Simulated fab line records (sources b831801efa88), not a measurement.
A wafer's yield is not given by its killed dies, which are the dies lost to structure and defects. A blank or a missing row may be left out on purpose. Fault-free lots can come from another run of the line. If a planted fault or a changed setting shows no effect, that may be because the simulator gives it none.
Which of the tools did it? :: flow sky130 :: 36 wafers from 12 lots sampled at 5 of the route's 708 steps

== WHAT THE GAUGES READ, wafer by wafer ==
SKY_VT_ADJUST_HVTP_CD_MEAS_07: target cd 380 nm.
lot: L462
measured: day 6 15:02
on: cdSem-01
cdNm (nm): 379.2 380.0 382.4

lot: L463
measured: day 6 22:25
on: cdSem-01
cdNm (nm): 378.5 380.1 379.4

lot: L465
measured: day 7 10:11
on: cdSem-02
cdNm (nm): 379.9 378.7 378.2

lot: L466
measured: day 7 17:03
on: cdSem-02
cdNm (nm): 375.2 376.7 375.2

lot: L467
measured: day 8 02:34
on: cdSem-02
cdNm (nm): 377.6 377.8 377.5

lot: L468
measured: day 8 05:17
on: cdSem-01
cdNm (nm): 381.1 380.1 380.2

lot: L470
measured: day 8 15:13
on: cdSem-02
cdNm (nm): 379.0 381.2 381.3

lot: L474
measured: day 9 21:16
on: cdSem-01
cdNm (nm): 378.8 377.4 379.1

lot: L475
measured: day 9 23:15
on: cdSem-02
cdNm (nm): 381.6 382.8 381.8

lot: L476
measured: day 10 04:07
on: cdSem-01
cdNm (nm): 378.6 378.7 380.5

lot: L481
measured: day 11 16:16
on: cdSem-01
cdNm (nm): 382.4 384.0 386.4

lot: L483
measured: day 12 06:20
on: cdSem-01
cdNm (nm): 382.9 381.1 382.1

SKY_VT_ADJUST_NCORE_OVL_MEAS_08.
lot: L462
measured: day 9 04:22
on: overlay-01
VT_ADJUST_NCORE_OVL (nm): -1.0 -2.4 -2.6

lot: L463
measured: day 9 13:22
on: overlay-01
VT_ADJUST_NCORE_OVL (nm): 1.4 1.5 0.5

lot: L465
measured: day 10 02:47
on: overlay-01
VT_ADJUST_NCORE_OVL (nm): -0.1 0.7 1.4

lot: L466
measured: day 10 09:46
on: overlay-02
VT_ADJUST_NCORE_OVL (nm): 0.0 0.3 -0.1

lot: L467
measured: day 10 20:31
on: overlay-02
VT_ADJUST_NCORE_OVL (nm): 1.5 -0.2 3.1

lot: L468
measured: day 11 00:37
on: overlay-02
VT_ADJUST_NCORE_OVL (nm): 3.0 2.6 3.2

lot: L470
measured: day 11 11:02
on: overlay-01
VT_ADJUST_NCORE_OVL (nm): 0.8 0.5 -0.3

lot: L474
measured: day 12 19:58
on: overlay-02
VT_ADJUST_NCORE_OVL (nm): 1.2 1.2 1.0

lot: L475
measured: day 12 22:55
on: overlay-02
VT_ADJUST_NCORE_OVL (nm): 3.6 3.5 3.1

lot: L476
measured: day 13 05:11
on: overlay-01
VT_ADJUST_NCORE_OVL (nm): 1.9 -0.2 -0.2

lot: L481
measured: day 14 21:46
on: overlay-01
VT_ADJUST_NCORE_OVL (nm): 3.9 2.1 0.9

lot: L483
measured: day 15 12:01
on: overlay-01
VT_ADJUST_NCORE_OVL (nm): 0.8 -0.2 -0.8

SKY_VT_ADJUST_PCH_TW_MEAS_10.
lot: L462
measured: day 11 02:17
on: filmMetro-02
VT_ADJUST_PCH_TW: 142.8 143.8 143.8

lot: L463
measured: day 11 11:53
on: filmMetro-04
VT_ADJUST_PCH_TW: 139.4 140.0 140.4

lot: L465
measured: day 12 03:09
on: filmMetro-02
VT_ADJUST_PCH_TW: 142.3 142.0 142.2

lot: L466
measured: day 12 10:17
on: filmMetro-04
VT_ADJUST_PCH_TW: 138.9 140.7 139.6

lot: L467
measured: day 12 20:47
on: filmMetro-01
VT_ADJUST_PCH_TW: 143.4 144.3 144.4

lot: L468
measured: day 13 02:08
on: filmMetro-04
VT_ADJUST_PCH_TW: 140.4 140.9 140.4

lot: L470
measured: day 13 14:07
on: filmMetro-04
VT_ADJUST_PCH_TW: 140.8 140.6 140.8

lot: L474
measured: day 15 00:14
on: filmMetro-02
VT_ADJUST_PCH_TW: 142.1 142.4 142.9

lot: L475
measured: day 15 02:35
on: filmMetro-04
VT_ADJUST_PCH_TW: 140.1 139.1 139.5

lot: L476
measured: day 15 10:22
on: filmMetro-04
VT_ADJUST_PCH_TW: 139.8 140.0 138.9

lot: L481
measured: day 17 06:47
on: filmMetro-02
VT_ADJUST_PCH_TW: 147.6 147.6 148.5

lot: L483
measured: day 17 21:34
on: filmMetro-01
VT_ADJUST_PCH_TW: 146.6 146.4 146.7

== WHICH TOOL RAN EACH LOT (tool, then ch and the chambers of the sampled wafers, then the start) ==
lot: L462
SKY_VT_ADJUST_PCH_IMPLANT_08: implanter-02 ch 0, day 11 02:02
SKY_VT_ADJUST_PCH_STRIP_09: plasmaAsher-03 ch 0, day 11 02:11

lot: L463
SKY_VT_ADJUST_PCH_IMPLANT_08: implanter-01 ch 0, day 11 11:38
SKY_VT_ADJUST_PCH_STRIP_09: plasmaAsher-01 ch 0,1, day 11 11:46

lot: L465
SKY_VT_ADJUST_PCH_IMPLANT_08: implanter-04 ch 0, day 12 02:56
SKY_VT_ADJUST_PCH_STRIP_09: plasmaAsher-02 ch 0,1, day 12 03:04

lot: L466
SKY_VT_ADJUST_PCH_IMPLANT_08: implanter-02 ch 0, day 12 10:02
SKY_VT_ADJUST_PCH_STRIP_09: plasmaAsher-02 ch 0,1, day 12 10:11

lot: L467
SKY_VT_ADJUST_PCH_IMPLANT_08: implanter-04 ch 0, day 12 20:34
SKY_VT_ADJUST_PCH_STRIP_09: plasmaAsher-03 ch 0,1, day 12 20:41

lot: L468
SKY_VT_ADJUST_PCH_IMPLANT_08: implanter-04 ch 0, day 13 01:53
SKY_VT_ADJUST_PCH_STRIP_09: plasmaAsher-01 ch 0, day 13 02:02

lot: L470
SKY_VT_ADJUST_PCH_IMPLANT_08: implanter-02 ch 0, day 13 13:55
SKY_VT_ADJUST_PCH_STRIP_09: plasmaAsher-03 ch 0,1, day 13 14:01

lot: L474
SKY_VT_ADJUST_PCH_IMPLANT_08: implanter-04 ch 0, day 14 23:59
SKY_VT_ADJUST_PCH_STRIP_09: plasmaAsher-03 ch 0,1, day 15 00:07

lot: L475
SKY_VT_ADJUST_PCH_IMPLANT_08: implanter-02 ch 0, day 15 02:20
SKY_VT_ADJUST_PCH_STRIP_09: plasmaAsher-01 ch 0,1, day 15 02:29

lot: L476
SKY_VT_ADJUST_PCH_IMPLANT_08: implanter-01 ch 0, day 15 10:10
SKY_VT_ADJUST_PCH_STRIP_09: plasmaAsher-01 ch 0,1, day 15 10:16

lot: L481
SKY_VT_ADJUST_PCH_IMPLANT_08: implanter-04 ch 0, day 17 06:34
SKY_VT_ADJUST_PCH_STRIP_09: plasmaAsher-03 ch 0,1, day 17 06:41

lot: L483
SKY_VT_ADJUST_PCH_IMPLANT_08: implanter-04 ch 0, day 17 21:19
SKY_VT_ADJUST_PCH_STRIP_09: plasmaAsher-02 ch 0,1, day 17 21:28
- SKY_VT_ADJUST_PCH_IMPLANT_08
- SKY_VT_ADJUST_PCH_STRIP_09: strips in O2/N2.

== AS READ BY THE TOOLS THEMSELVES (means over the sampled wafers that have a number; for cases with no such wafer, the mark the record gives instead) ==
SKY_VT_ADJUST_PCH_IMPLANT_08.
lot: L462
tool: implanter-02
beamOnS (s): 10.11
endStationPressureTorr (Torr): 5.05e-06
faradayCurrentUA: 2.80

lot: L463
tool: implanter-01
beamOnS (s): 10.11
endStationPressureTorr (Torr): 4.96e-06
faradayCurrentUA: 2.79

lot: L465
tool: implanter-04
beamOnS (s): 10.05
endStationPressureTorr (Torr): 5.14e-06
faradayCurrentUA: 2.81

lot: L466
tool: implanter-02
beamOnS (s): 10.00
endStationPressureTorr (Torr): 5.28e-06
faradayCurrentUA: 2.82

lot: L467
tool: implanter-04
beamOnS (s): 10.07
endStationPressureTorr (Torr): 5.09e-06
faradayCurrentUA: 2.80

lot: L468
tool: implanter-04
beamOnS (s): 10.01
endStationPressureTorr (Torr): 4.82e-06
faradayCurrentUA: 2.82

lot: L470
tool: implanter-02
beamOnS (s): 9.91
endStationPressureTorr (Torr): 5.27e-06
faradayCurrentUA: 2.84

lot: L474
tool: implanter-04
beamOnS (s): 9.98
endStationPressureTorr (Torr): 4.96e-06
faradayCurrentUA: 2.82

lot: L475
tool: implanter-02
beamOnS (s): 10.05
endStationPressureTorr (Torr): 5.19e-06
faradayCurrentUA: 2.80

lot: L476
tool: implanter-01
beamOnS (s): 9.92
endStationPressureTorr (Torr): 5.11e-06
faradayCurrentUA: 2.84

lot: L481
tool: implanter-04
beamOnS (s): 11.61
endStationPressureTorr (Torr): 8.02e-05
faradayCurrentUA: 2.40

lot: L483
tool: implanter-04
beamOnS (s): 11.47
endStationPressureTorr (Torr): 8.33e-05
faradayCurrentUA: 2.42

SKY_VT_ADJUST_PCH_STRIP_09.
lot: L462
tool: plasmaAsher-03
drypumpMotorCurrentA (A): 6.1
oesProductAu (a.u.): 0.726
stripTimeToEndpointS (s): 36.90

lot: L463
tool: plasmaAsher-01
drypumpMotorCurrentA (A): 5.6
oesProductAu (a.u.): 0.723
stripTimeToEndpointS (s): 37.13

lot: L465
tool: plasmaAsher-02
drypumpMotorCurrentA (A): 5.1
oesProductAu (a.u.): 0.722
stripTimeToEndpointS (s): 36.82

lot: L466
tool: plasmaAsher-02
drypumpMotorCurrentA (A): 5.2
oesProductAu (a.u.): 0.726
stripTimeToEndpointS (s): 36.96

lot: L467
tool: plasmaAsher-03
drypumpMotorCurrentA (A): 6.1
oesProductAu (a.u.): 0.724
stripTimeToEndpointS (s): 36.95

lot: L468
tool: plasmaAsher-01
drypumpMotorCurrentA (A): 5.9
oesProductAu (a.u.): 0.726
stripTimeToEndpointS (s): 36.80

lot: L470
tool: plasmaAsher-03
drypumpMotorCurrentA (A): 6.1
oesProductAu (a.u.): 0.723
stripTimeToEndpointS (s): 36.88

lot: L474
tool: plasmaAsher-03
drypumpMotorCurrentA (A): 6.1
oesProductAu (a.u.): 0.720
stripTimeToEndpointS (s): 36.91

lot: L475
tool: plasmaAsher-01
drypumpMotorCurrentA (A): 5.7
oesProductAu (a.u.): 0.722
stripTimeToEndpointS (s): 36.87

lot: L476
tool: plasmaAsher-01
drypumpMotorCurrentA (A): 5.6
oesProductAu (a.u.): 0.727
stripTimeToEndpointS (s): 36.74

lot: L481
tool: plasmaAsher-03
drypumpMotorCurrentA (A): 6.0
oesProductAu (a.u.): 0.722
stripTimeToEndpointS (s): 37.00

lot: L483
tool: plasmaAsher-02
drypumpMotorCurrentA (A): 5.1
oesProductAu (a.u.): 0.721
stripTimeToEndpointS (s): 37.07

== THE ANSWER, worked out from the rows above alone ==
Rule: the lots themselves supply what counts as usual. Put in order of their means at a reading, lots are off if they are a third of the lots or fewer, leave a main group of 4 or more, and stand apart from it by a gap of 3 or more times the standard deviation of the main group's means; of several such gaps the widest counts. A main group is skipped when, at the precision printed for the reading in the tables above, its means are all equal. Also off: a lot with no number at a reading for which 4 or more lots have one. Where the step has rows for the other lots, those lots are counted as sound. First the gauges in route order, then the tools' own readings, where a lot's mean is used as printed above. At the first step where some lot is off, the reading lying furthest off is the one used; lots without a number count as furthest.
Off, at SKY_VT_ADJUST_PCH_IMPLANT_08 on endStationPressureTorr: L481, L483. The main group: mean 5.09e-06 Torr, standard deviation 1.4e-07.
If a tool, at that step or one of the process steps before it, ran each lot that is off and ran no sound lot following the first of them, it fits. One fits: SKY_VT_ADJUST_PCH_IMPLANT_08 on implanter-04. A fault onset in the window from L474 (day 14 23:59, its last sound lot) to L481 (day 17 06:34, its first lot off) fits.
The tool's own readings at SKY_VT_ADJUST_PCH_IMPLANT_08 bear it out: on the lots that are off they differ by more than 5 times the standard deviation of the sound lots' means. beamOnS reads 11.54 s there against 10.02 s on the sound lots; endStationPressureTorr reads 8.18e-05 Torr there against 5.09e-06 Torr on the sound lots; faradayCurrentUA reads 2.41 there against 2.81 on the sound lots.

== WHAT THE SIMULATOR PUT IN ==
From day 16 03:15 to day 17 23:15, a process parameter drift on implanter-04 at SKY_VT_ADJUST_PCH_IMPLANT_08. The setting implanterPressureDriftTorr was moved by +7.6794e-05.
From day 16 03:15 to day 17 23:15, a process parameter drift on implanter-04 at SKY_VT_ADJUST_PCH_IMPLANT_08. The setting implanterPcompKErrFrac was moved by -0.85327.
Struck lots among those shown: L481, L483. Same finding as the rule above.
